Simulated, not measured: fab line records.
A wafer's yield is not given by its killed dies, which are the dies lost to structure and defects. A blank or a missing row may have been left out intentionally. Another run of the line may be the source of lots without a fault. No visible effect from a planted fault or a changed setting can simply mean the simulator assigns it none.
Struck lot and sound lot, side by side ; flow gf180mcu ; 14 steps out of a route of 602
Sound: these wafers, L858.1, L858.3, L858.6. Struck: wafers L868.2, L868.3, L868.5. The cause is given at the end.
For every step that has rows: the tool of each side, followed by ch and its chambers, followed by its first start. Under that, the readings that differ: sound wafers ; struck wafers ; difference of the means ; sigmas: that difference in standard deviations of wafers without a fault.
alike: readings whose means differ by less than 2 such deviations, and words and numbers that are the same on both sides. not compared: withheld readings, readings that some wafer has no value for, bounds like >300 that may hide the same value, and numbers for which the record gives no deviation and whose values overlap.
Wherever a step has rows on one side only, a row that says differs or no value, or a row with sigmas, the two part there. Non-overlapping numbers with no deviation appear without sigmas and do not part them. A reading that every wafer of one side lacks parts them only if that side has two wafers or more.

first, 4 steps without rows for these wafers: GF_V5_SOFTBAKE_10 (time 60 s); GF_V5_EXPOSE_11 (exposes mask Via5, target cd 260 nm); GF_V5_PEB_12 (peb time 90 s); GF_V5_DEVELOP_13 (develop time 60 s).
GF_V5_CD_MEAS_14 targets a cd of 260 nm.
  sound on cdSem-02 at day 27 21:28; struck on cdSem-01 at day 30 23:04
  alike: cdNm
GF_V5_OVL_MEAS_15:
  sound on overlay-01 at day 27 21:35; struck on overlay-02 at day 30 23:10
  alike: V5_OVL
GF_V5_ETCH_16: etches BARC in N2/H2.
  sound on rieDiel-03 ch 1,2,3, day 27 21:38; struck on rieDiel-02 ch 0,2,3, day 30 23:11
  alike: drypumpMotorCurrentA, oesProductAu, throttleValvePct
GF_V5_ETCH_17: etches SiO2 in C4F8/O2/Ar, stops on TiN, target depth 855 nm.
  sound: rieDiel-03 ch 1,2,3; struck: rieDiel-02 ch 0,2,3
  alike: oesProductAu
GF_V5_STRIP_18: strips in O2/N2.
  sound on plasmaAsher-03 ch 0,1, day 27 21:47; struck on plasmaAsher-03 ch 0,1, day 30 23:20
  alike: drypumpMotorCurrentA, heaterPowerW, oesProductAu
  not compared: rfHoursCounterH
then, 2 steps without rows for these wafers: GF_V5_STRIP_19 (strips in post etch residue remover, time 1200 s); GF_V5_CLEAN_20 (cleans in DIW).
GF_V5_SPUTTER_21: material Ti, target thk 15 nm, time 80.02 s.
  sound on pvdSputter-03 at day 27 22:44; struck on pvdSputter-03 at day 30 23:53
  alike: cathodeDcPowerW, chamberPressurePa, throttleValvePct
GF_V5_SPUTTER_22: material TiN, target thk 10 nm, time 40 s.
  sound on pvdSputter-03 at day 27 22:47; struck on pvdSputter-03 at day 30 23:56
  no value came back on the struck wafers for cathodeDcPowerW (W), chamberPressurePa (Pa), throttleValvePct (%); on the sound wafers cathodeDcPowerW (W) reads 4000.6 4000.0 4001.2
GF_V5_CVD_23: deposits W, target thk 350 nm, time 104.9 s.
  sound on cvdW-02 ch 0,1, day 27 22:50; struck on cvdW-02 ch 0,1, day 30 23:59
  alike: heaterPowerW

## WHERE THEY PART
Only at GF_V5_SPUTTER_22, within this record. Later steps at which nothing parts them and some readings are alike: GF_V5_CVD_23.

WHY: the cause the simulator had injected
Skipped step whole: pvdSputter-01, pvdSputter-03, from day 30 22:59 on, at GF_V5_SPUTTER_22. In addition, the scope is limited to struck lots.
